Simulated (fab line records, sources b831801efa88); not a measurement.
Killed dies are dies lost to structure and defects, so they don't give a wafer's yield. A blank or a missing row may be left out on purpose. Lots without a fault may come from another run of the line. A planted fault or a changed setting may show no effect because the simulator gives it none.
Which tool did it? | flow gf180mcu | 24 lots, 72 wafers sampled, at 6 steps of a route of 602

WHAT THE GAUGES READ, wafer by wafer
GF_VT_IMPLANT_RS_MEAS_48: measures by four-point-probe.
lot  | measured     | on            | LVPWELL_RS (ohm/sq)
L074 | day 7 14:44  | film_metro-02 | 1196 1195 1194
L075 | day 7 22:38  | film_metro-04 | 1197 1193 1195
L076 | day 8 01:56  | film_metro-03 | 1202 1203 1206
L077 | day 8 09:34  | film_metro-03 | 1200 1198 1204
L078 | day 8 15:35  | film_metro-04 | 1196 1193 1196
L079 | day 8 22:05  | film_metro-03 | 1204 1208 1205
L080 | day 9 05:33  | film_metro-04 | 1194 1196 1196
L081 | day 9 12:11  | film_metro-02 | 1192 1195 1191
L082 | day 10 03:30 | film_metro-03 | 1201 1203 1202
L083 | day 10 10:47 | film_metro-03 | 1202 1199 1202
L084 | day 10 12:59 | film_metro-04 | 1195 1198 1201
L085 | day 10 20:47 | film_metro-03 | 1208 1206 1204
L086 | day 11 00:56 | film_metro-03 | 1203 1201 1199
L087 | day 11 05:56 | film_metro-02 | 1191 1195 1198
L088 | day 11 14:49 | film_metro-03 | 1203 1204 1205
L089 | day 11 16:20 | film_metro-03 | 1205 1207 1207
L090 | day 12 00:06 | film_metro-03 | 1208 1204 1206
L091 | day 12 06:52 | film_metro-02 | 1190 1193 1195
L092 | day 12 15:08 | film_metro-02 | 1192 1188 1192
L093 | day 12 21:57 | film_metro-02 | 1196 1197 1201
L094 | day 13 00:51 | film_metro-03 | 1207 1205 1202
L095 | day 13 08:20 | film_metro-02 | 1193 1195 1194
L096 | day 13 15:36 | film_metro-03 | 1202 1205 1199
L097 | day 13 21:52 | film_metro-03 | 1198 1201 1202

GF_M2_THK_MEAS_06: measures by xrf.
lot  | measured     | on            | M2_ALCU_THK (nm)
L074 | day 17 23:57 | film_metro-02 | 448 452 449
L075 | day 18 11:53 | film_metro-04 | 442 442 439
L076 | day 18 18:47 | film_metro-04 | 442 439 442
L077 | day 19 02:28 | film_metro-01 | 450 445 449
L078 | day 19 18:36 | film_metro-01 | 449 445 448
L079 | day 20 07:31 | film_metro-04 | 446 449 442
L080 | day 20 13:39 | film_metro-01 | 437 435 437
L081 | day 21 00:07 | film_metro-01 | 436 438 441
L082 | day 21 21:03 | film_metro-01 | 442 437 440
L083 | day 22 03:20 | film_metro-01 | 436 439 440
L084 | day 22 04:17 | film_metro-02 | 428 431 431
L085 | day 22 21:14 | film_metro-01 | 442 454 449
L086 | day 22 19:54 | film_metro-04 | 437 438 437
L087 | day 23 12:00 | film_metro-02 | 437 443 445
L088 | day 23 19:43 | film_metro-04 | 445 440 443
L089 | day 23 20:25 | film_metro-02 | 446 452 456
L090 | day 24 07:21 | film_metro-04 | 455 451 450
L091 | day 24 17:04 | film_metro-01 | 439 447 446
L092 | day 24 23:33 | film_metro-02 | 441 440 441
L093 | day 25 10:10 | film_metro-01 | 451 450 443
L094 | day 25 08:57 | film_metro-04 | 439 447 441
L095 | day 25 17:25 | film_metro-01 | 445 442 442
L096 | day 25 19:57 | film_metro-04 | 440 442 439
L097 | day 26 03:54 | film_metro-02 | 437 436 436

WHICH TOOL RAN EACH LOT (tool, then ch and the chambers of the sampled wafers, then the start)
lot  | GF_CONTACT_CMP_04             | GF_M1_SPUTTER_04             | GF_V1_CMP_04                  | GF_V1_CVD_23
L074 | cmp-02 ch 1,2,3, day 15 00:40 | pvd_sputter-02, day 16 00:04 | cmp-01 ch 0,1, day 16 23:15   | cvd_w-01 ch 0,1, day 17 23:01
L075 | cmp-01 ch 0,2,3, day 15 11:20 | pvd_sputter-03, day 16 10:57 | cmp-01 ch 1,2,3, day 17 10:35 | cvd_w-02 ch 0,1, day 18 10:58
L076 | cmp-01 ch 1,3, day 15 17:40   | pvd_sputter-02, day 16 17:43 | cmp-01 ch 2,3, day 17 17:23   | cvd_w-02 ch 0,1, day 18 17:52
L077 | cmp-02 ch 0,2,3, day 16 00:05 | pvd_sputter-02, day 17 00:19 | cmp-02 ch 0,1,3, day 18 00:23 | cvd_w-01 ch 0,1, day 19 01:32
L078 | cmp-01 ch 1,2, day 16 15:04   | pvd_sputter-04, day 17 15:27 | cmp-01 ch 0,1,3, day 18 16:11 | cvd_w-01 ch 0,1, day 19 17:40
L079 | cmp-01 ch 0,2,3, day 17 03:49 | pvd_sputter-02, day 18 04:25 | cmp-02 ch 0,1, day 19 05:17   | cvd_w-02 ch 0,1, day 20 06:35
L080 | cmp-02 ch 0,1, day 17 10:04   | pvd_sputter-03, day 18 10:58 | cmp-01 ch 0,2, day 19 11:47   | cvd_w-01 ch 0,1, day 20 12:43
L081 | cmp-01 ch 0,1,3, day 17 19:23 | pvd_sputter-04, day 18 20:43 | cmp-02 ch 1,3, day 19 21:55   | cvd_w-01 ch 0,1, day 20 23:11
L082 | cmp-02 ch 0,2,3, day 18 16:38 | pvd_sputter-02, day 19 17:49 | cmp-01 ch 0,2,3, day 20 19:04 | cvd_w-02 ch 0,1, day 21 20:07
L083 | cmp-02 ch 0,1,3, day 18 22:56 | pvd_sputter-04, day 20 00:57 | cmp-02 ch 0,1,2, day 21 01:33 | cvd_w-01 ch 0,1, day 22 02:25
L084 | cmp-02 ch 0,1,3, day 19 00:02 | pvd_sputter-02, day 20 01:25 | cmp-02 ch 0,3, day 21 02:12   | cvd_w-02 ch 0,1, day 22 03:22
L085 | cmp-01 ch 2,3, day 19 16:28   | pvd_sputter-02, day 20 18:15 | cmp-02 ch 0,1, day 21 19:49   | cvd_w-02 ch 0,1, day 22 20:18
L086 | cmp-01 ch 0,1, day 19 15:37   | pvd_sputter-02, day 20 17:28 | cmp-02 ch 0,3, day 21 18:30   | cvd_w-02 ch 0,1, day 22 18:58
L087 | cmp-01 ch 0,1,3, day 20 07:45 | pvd_sputter-03, day 21 09:16 | cmp-02 ch 0,3, day 22 10:35   | cvd_w-02 ch 0,1, day 23 11:04
L088 | cmp-01 ch 0,1,3, day 20 17:03 | pvd_sputter-02, day 21 18:32 | cmp-02 ch 0,1,3, day 22 19:14 | cvd_w-01 ch 0,1, day 23 18:47
L089 | cmp-02 ch 0,2,3, day 20 17:41 | pvd_sputter-03, day 21 19:35 | cmp-02 ch 0,1,3, day 22 19:41 | cvd_w-02 ch 0,1, day 23 19:25
L090 | cmp-01 ch 1,2, day 21 04:02   | pvd_sputter-03, day 22 05:54 | cmp-01 ch 0,1,3, day 23 06:00 | cvd_w-02 ch 0,1, day 24 06:15
L091 | cmp-01 ch 0,2,3, day 21 13:17 | pvd_sputter-02, day 22 15:11 | cmp-01 ch 1,2, day 23 14:42   | cvd_w-02 ch 0,1, day 24 16:08
L092 | cmp-02 ch 1,2,3, day 21 23:05 | pvd_sputter-03, day 23 00:10 | cmp-01 ch 2,3, day 23 23:36   | cvd_w-01 ch 0,1, day 24 22:37
L093 | cmp-01 ch 0,1,2, day 22 10:11 | pvd_sputter-03, day 23 11:05 | cmp-02 ch 0,1,3, day 24 10:26 | cvd_w-01 ch 0,1, day 25 09:14
L094 | cmp-01 ch 0,1,2, day 22 08:05 | pvd_sputter-04, day 23 08:47 | cmp-01 ch 1,2,3, day 24 08:34 | cvd_w-02 ch 0,1, day 25 08:01
L095 | cmp-02 ch 0,2,3, day 22 16:37 | pvd_sputter-02, day 23 16:53 | cmp-01 ch 0,2,3, day 24 18:04 | cvd_w-01 ch 0,1, day 25 16:29
L096 | cmp-01 ch 0,1,2, day 22 20:37 | pvd_sputter-04, day 23 21:41 | cmp-02 ch 0,3, day 24 20:47   | cvd_w-01 ch 0,1, day 25 19:00
L097 | cmp-02 ch 0,1,3, day 23 05:31 | pvd_sputter-02, day 24 05:55 | cmp-02 ch 1,2,3, day 25 04:23 | cvd_w-02 ch 0,1, day 26 02:59
- GF_CONTACT_CMP_04: polishes SiO2.
- GF_M1_SPUTTER_04: material TiN, target thk 50 nm, time 41.7 s.
- GF_V1_CMP_04: polishes SiO2.
- GF_V1_CVD_23: deposits W, target thk 350 nm, time 105.05 s.

WHAT THE TOOLS THEMSELVES READ (means of the sampled wafers that have a number; where no wafer has one, the mark that the record gives instead)
GF_CONTACT_CMP_04.
lot  | tool   | motor_current_A (A) | time_to_endpoint_s (s)
L074 | cmp-02 | 12.5                | 118
L075 | cmp-01 | 12.6                | 115
L076 | cmp-01 | 12.6                | 113
L077 | cmp-02 | 11.6                | 112
L078 | cmp-01 | 12.4                | 114
L079 | cmp-01 | 12.5                | 123
L080 | cmp-02 | 13.3                | 114
L081 | cmp-01 | 12.3                | 121
L082 | cmp-02 | 11.4                | 104
L083 | cmp-02 | 12.7                | 104
L084 | cmp-02 | 12.4                | 105
L085 | cmp-01 | 13.3                | 126
L086 | cmp-01 | 11.8                | 128
L087 | cmp-01 | 12.1                | 120
L088 | cmp-01 | 12.3                | 115
L089 | cmp-02 | 11.3                | 102
L090 | cmp-01 | 12.2                | 114
L091 | cmp-01 | 12.9                | 119
L092 | cmp-02 | 12.7                | 114
L093 | cmp-01 | 12.2                | 122
L094 | cmp-01 | 12.3                | 122
L095 | cmp-02 | 11.5                | 108
L096 | cmp-01 | 12.4                | 118
L097 | cmp-02 | 12.4                | 103

GF_M1_SPUTTER_04.
lot  | tool           | chamber_pressure_pa (Pa) | throttle_valve_pct (%)
L074 | pvd_sputter-02 | 0.3994                   | 30.6
L075 | pvd_sputter-03 | 0.4000                   | 29.9
L076 | pvd_sputter-02 | 0.3995                   | 30.1
L077 | pvd_sputter-02 | 0.4003                   | 30.5
L078 | pvd_sputter-04 | 0.3998                   | 30.3
L079 | pvd_sputter-02 | 0.4006                   | 30.5
L080 | pvd_sputter-03 | 0.3992                   | 29.4
L081 | pvd_sputter-04 | 0.4004                   | 30.4
L082 | pvd_sputter-02 | 0.4002                   | 30.3
L083 | pvd_sputter-04 | 0.3996                   | 29.3
L084 | pvd_sputter-02 | 0.3999                   | 30.0
L085 | pvd_sputter-02 | 0.4003                   | 30.8
L086 | pvd_sputter-02 | 0.4003                   | 30.6
L087 | pvd_sputter-03 | 0.3994                   | 28.6
L088 | pvd_sputter-02 | 0.4004                   | 30.1
L089 | pvd_sputter-03 | 0.3998                   | 29.2
L090 | pvd_sputter-03 | 0.4008                   | 29.3
L091 | pvd_sputter-02 | 0.3997                   | 30.1
L092 | pvd_sputter-03 | 0.4001                   | 29.8
L093 | pvd_sputter-03 | 0.4002                   | 29.9
L094 | pvd_sputter-04 | 0.4009                   | 29.2
L095 | pvd_sputter-02 | 0.3996                   | 29.7
L096 | pvd_sputter-04 | 0.3994                   | 30.1
L097 | pvd_sputter-02 | 0.3996                   | 30.4

GF_V1_CMP_04.
lot  | tool   | motor_current_A (A) | time_to_endpoint_s (s)
L074 | cmp-01 | 11.9                | 81
L075 | cmp-01 | 12.3                | 79
L076 | cmp-01 | 12.8                | 79
L077 | cmp-02 | 12.5                | 74
L078 | cmp-01 | 12.3                | 87
L079 | cmp-02 | 12.9                | 72
L080 | cmp-01 | 12.6                | 86
L081 | cmp-02 | 13.5                | 77
L082 | cmp-01 | 12.3                | 81
L083 | cmp-02 | 12.1                | 81
L084 | cmp-02 | 11.3                | 79
L085 | cmp-02 | 12.0                | 83
L086 | cmp-02 | 11.2                | 85
L087 | cmp-02 | 11.4                | 84
L088 | cmp-02 | 12.5                | 77
L089 | cmp-02 | 12.4                | 73
L090 | cmp-01 | 12.5                | 86
L091 | cmp-01 | 12.7                | 89
L092 | cmp-01 | 12.8                | 93
L093 | cmp-02 | 12.6                | 75
L094 | cmp-01 | 12.8                | 86
L095 | cmp-01 | 12.3                | 88
L096 | cmp-02 | 11.8                | 72
L097 | cmp-02 | 12.4                | 77

GF_V1_CVD_23.
lot  | tool     | heater_power_w (W)
L074 | cvd_w-01 | 902
L075 | cvd_w-02 | 742
L076 | cvd_w-02 | 700
L077 | cvd_w-01 | 896
L078 | cvd_w-01 | 889
L079 | cvd_w-02 | 702
L080 | cvd_w-01 | 881
L081 | cvd_w-01 | 865
L082 | cvd_w-02 | 759
L083 | cvd_w-01 | 911
L084 | cvd_w-02 | 747
L085 | cvd_w-02 | 740
L086 | cvd_w-02 | 749
L087 | cvd_w-02 | 702
L088 | cvd_w-01 | 907
L089 | cvd_w-02 | 751
L090 | cvd_w-02 | 753
L091 | cvd_w-02 | 749
L092 | cvd_w-01 | 885
L093 | cvd_w-01 | 911
L094 | cvd_w-02 | 751
L095 | cvd_w-01 | 919
L096 | cvd_w-01 | 875
L097 | cvd_w-02 | 750

THE ANSWER, worked out from the rows above alone
Rule: what is usual is taken from the lots themselves. Put in order of their means at a reading, lots are off if they are a third of the lots or fewer, leave a main group of 4 or more, and stand apart from it by a gap of 3 or more times the standard deviation of the main group's means; of several such gaps the widest counts. A main group whose means are all the same, to the digits that the tables above print for the reading, isn't used. A lot without any number at a reading at which 4 lots or more have one is off too. The other lots that the step has rows for count as sound. The gauges are gone through in route order, then the tools' own readings, and for those a lot's mean is taken as printed above. The first step at which some lot is off is used, and at that step the reading that is off furthest; a lot without a number counts as furthest.
No lot is off at any reading shown: from this, nothing can be told.

WHAT THE SIMULATOR HAD PUT IN
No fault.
